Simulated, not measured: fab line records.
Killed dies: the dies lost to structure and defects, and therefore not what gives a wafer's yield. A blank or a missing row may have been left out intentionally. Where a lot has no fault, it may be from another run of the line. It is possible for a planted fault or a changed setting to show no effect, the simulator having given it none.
Which tool is to blame?    flow sky130    Sampling: 13 lots, 37 wafers, 5 of 708 route steps

== WHAT THE GAUGES SHOWED, per wafer ==
SKY_LDD_N_OVL_MEAS_07. Usual: LDD_N_OVL -1.1 nm, standard deviation 1.3.
lot   measured      on          LDD_N_OVL (nm)  flag
L533  day 17 06:35  overlay-02  -2.0 -2.7 -0.7  
L534  day 17 10:04  overlay-01  -1.0 -1.3 -0.5  
L535  day 17 15:11  overlay-01  -0.4 2.0 0.6    
L538  day 19 01:01  overlay-01  -2.4 -2.1 -3.6  
L541  day 20 00:53  overlay-01  -0.1 -0.9 -0.5  
L542  day 20 15:41  overlay-02  -2.0 -1.0 -1.8  
L543  day 20 22:40  overlay-02  -0.6 -0.9 -2.3  
L547  day 22 02:47  overlay-02  -2.3 -0.8       
L548  day 22 13:30  overlay-01  -1.9 -1.3       
L549  day 23 01:13  overlay-01  -0.9 -0.3 -0.6  
L554  day 25 05:35  overlay-02  -4.6 -3.1 -3.0  
L555  day 25 06:53  overlay-02  -0.8 -0.9 -1.0  
L556  day 25 09:20  overlay-01  -1.1 -1.9 -0.8  

SKY_SPACER_THK_MEAS_01. Usual: SPACER_CVD_00_THK 43.1 nm, standard deviation 0.51.
lot   measured      on             SPACER_CVD_00_THK (nm)  flag
L533  day 22 11:53  film metro-04  42.9 43.0 43.2          
L534  day 22 14:35  film metro-04  42.6 43.0 43.1          
L535  day 22 20:51  film metro-02  43.6 43.4 43.7          
L538  day 24 06:52  film metro-02  42.6 43.2 43.1          
L541  day 25 06:13  film metro-01  43.3 42.8 42.6          
L542  day 25 19:02  film metro-01  43.1 42.9 43.0          
L543  day 26 03:29  film metro-02  43.3 43.1 42.8          
L547  day 27 04:34  film metro-01  42.6 42.7               
L548  day 27 16:01  film metro-01  43.4 43.1               
L549  day 28 02:49  film metro-04  42.9 42.6 42.6          
L554  day 30 03:29  film metro-02  43.5 43.2 43.2          
L555  day 30 06:06  film metro-02  42.8 42.9 43.2          
L556  day 30 08:39  film metro-02  43.3 43.3 43.2          

== WHICH TOOL RAN EACH LOT (tool, then ch and the chambers of the sampled wafers, then the start) ==
lot   SKY_POLY_GATE_ETCH_15               SKY_LDD_LDN_COAT_02                SKY_LDD_LDN_STRIP_12
L533  rie diel-01 ch 0,1, day 16 01:00    litho track-02 ch 0, day 21 18:55  plasma asher-04 ch 0,1, day 22 10:29
L534  rie diel-02 ch 1,2,3, day 16 04:33  litho track-03 ch 0, day 21 21:52  plasma asher-03 ch 0, day 22 13:10
L535  rie diel-01 ch 0,1, day 16 08:05    litho track-03 ch 0, day 22 03:52  plasma asher-03 ch 0,1, day 22 18:52
L538  rie diel-02 ch 0,1, day 17 16:02    litho track-04 ch 0, day 23 13:59  plasma asher-03 ch 0,1, day 24 05:27
L541  rie diel-02 ch 0,2,3, day 18 14:08  litho track-04 ch 0, day 24 12:37  plasma asher-04 ch 0,1, day 25 04:25
L542  rie diel-02 ch 0,3, day 19 05:59    litho track-03 ch 0, day 25 02:43  plasma asher-02 ch 0,1, day 25 17:38
L543  rie diel-01 ch 1,3, day 19 13:54    litho track-02 ch 0, day 25 09:59  plasma asher-02 ch 0,1, day 26 01:33
L547  rie diel-02 ch 2,3, day 20 18:17    litho track-03 ch 0, day 26 11:25  plasma asher-02 ch 0,1, day 27 03:10
L548  rie diel-03 ch 2,3, day 21 06:30    litho track-03 ch 0, day 26 22:58  plasma asher-02 ch 0,1, day 27 14:37
L549  rie diel-02 ch 0,1,3, day 21 16:59  litho track-03 ch 0, day 27 10:13  plasma asher-02 ch 0,1, day 28 01:24
L554  rie diel-01 ch 0,1,3, day 23 21:44  litho track-04 ch 0, day 29 12:11  plasma asher-04 ch 0,1, day 30 02:04
L555  rie diel-02 ch 0,2,3, day 23 22:23  litho track-02 ch 0, day 29 13:13  plasma asher-03 ch 0,1, day 30 03:42
L556  rie diel-03 ch 0,1,2, day 24 01:47  litho track-02 ch 0, day 29 14:44  plasma asher-03 ch 0,1, day 30 04:57
- SKY_POLY_GATE_ETCH_15: etches BARC in N2/H2, stops on SiO2, time 118.5 s, target depth 110 nm.
- SKY_LDD_LDN_COAT_02: resist thk 1140 nm.
- SKY_LDD_LDN_STRIP_12: strips in O2/N2.

== WHAT THE TOOLS THEMSELVES READ (means of the sampled wafers that have a number; where no wafer has one, the mark that the record gives instead) ==
SKY_POLY_GATE_ETCH_15. Usual: drypump motor current A 5.8 A, standard deviation 0.37; oes product au 0.717 a.u., standard deviation 0.0051; throttle valve pct 13.213 %, standard deviation 0.0095.
lot   tool         drypump motor current A (A)  oes product au (a.u.)  throttle valve pct (%)  flag
L533  rie diel-01  6.0                          0.714                  13.223                  
L534  rie diel-02  5.9                          0.716                  13.207                  
L535  rie diel-01  6.0                          0.713                  13.212                  
L538  rie diel-02  5.3                          0.717                  13.213                  
L541  rie diel-02  5.9                          0.713                  13.212                  
L542  rie diel-02  5.7                          0.714                  13.209                  
L543  rie diel-01  5.9                          0.713                  13.215                  
L547  rie diel-02  6.2                          0.712                  13.218                  
L548  rie diel-03  5.9                          0.720                  13.210                  
L549  rie diel-02  5.6                          0.716                  13.219                  
L554  rie diel-01  5.9                          0.714                  13.216                  
L555  rie diel-02  5.9                          0.720                  13.215                  
L556  rie diel-03  5.6                          0.720                  13.210                  

SKY_LDD_LDN_STRIP_12. Usual: drypump motor current A 5.73 A, standard deviation 0.27; o2 flow sccm 2999 sccm, standard deviation 8.9; oes product au 0.715 a.u., standard deviation 0.0047; strip time to endpoint s 14.19 s, standard deviation 0.047.
lot   tool             drypump motor current A (A)  o2 flow sccm (sccm)  oes product au (a.u.)  strip time to endpoint s (s)  flag
L533  plasma asher-04  5.51                         2994                 0.715                  14.26                         
L534  plasma asher-03  5.77                         3010                 0.710                  14.15                         
L535  plasma asher-03  5.74                         2996                 0.716                  14.14                         
L538  plasma asher-03  5.73                         2996                 0.715                  14.20                         
L541  plasma asher-04  5.81                         3008                 0.715                  14.19                         
L542  plasma asher-02  5.68                         2999                 0.711                  14.06                         
L543  plasma asher-02  5.91                         3014                 0.713                  14.25                         
L547  plasma asher-02  5.79                         2994                 0.614                  10.46                         OFF
L548  plasma asher-02  5.80                         3006                 0.611                  10.45                         OFF
L549  plasma asher-02  5.67                         3006                 0.645                  11.70                         OFF
L554  plasma asher-04  5.83                         2997                 0.715                  14.18                         
L555  plasma asher-03  5.75                         2991                 0.717                  14.21                         
L556  plasma asher-03  5.73                         3000                 0.718                  14.13                         

== THE ANSWER, worked out from the rows above alone ==
Rule: a lot counts as off when the mean over its wafers that have a number is more than 3 standard deviations away from the usual mean. A lot without any number at a reading at which 4 lots or more have one is off too. Any other lot the step has rows for is counted as sound. First the gauges in route order, then the tools' own readings, where a lot's mean is used as printed above. At the first step where some lot is off, the reading lying furthest off is the one used; lots without a number count as furthest.
Off: L547, L548, L549, at SKY_LDD_LDN_STRIP_12 (strip time to endpoint s).
If a tool, at that step or one of the process steps before it, ran each lot that is off and ran no sound lot following the first of them, it fits. 2 tools fit, litho track-03 at SKY_LDD_LDN_COAT_02 and plasma asher-02 at SKY_LDD_LDN_STRIP_12, so this cannot tell which one it is.

== WHAT THE SIMULATOR HAD PUT IN ==
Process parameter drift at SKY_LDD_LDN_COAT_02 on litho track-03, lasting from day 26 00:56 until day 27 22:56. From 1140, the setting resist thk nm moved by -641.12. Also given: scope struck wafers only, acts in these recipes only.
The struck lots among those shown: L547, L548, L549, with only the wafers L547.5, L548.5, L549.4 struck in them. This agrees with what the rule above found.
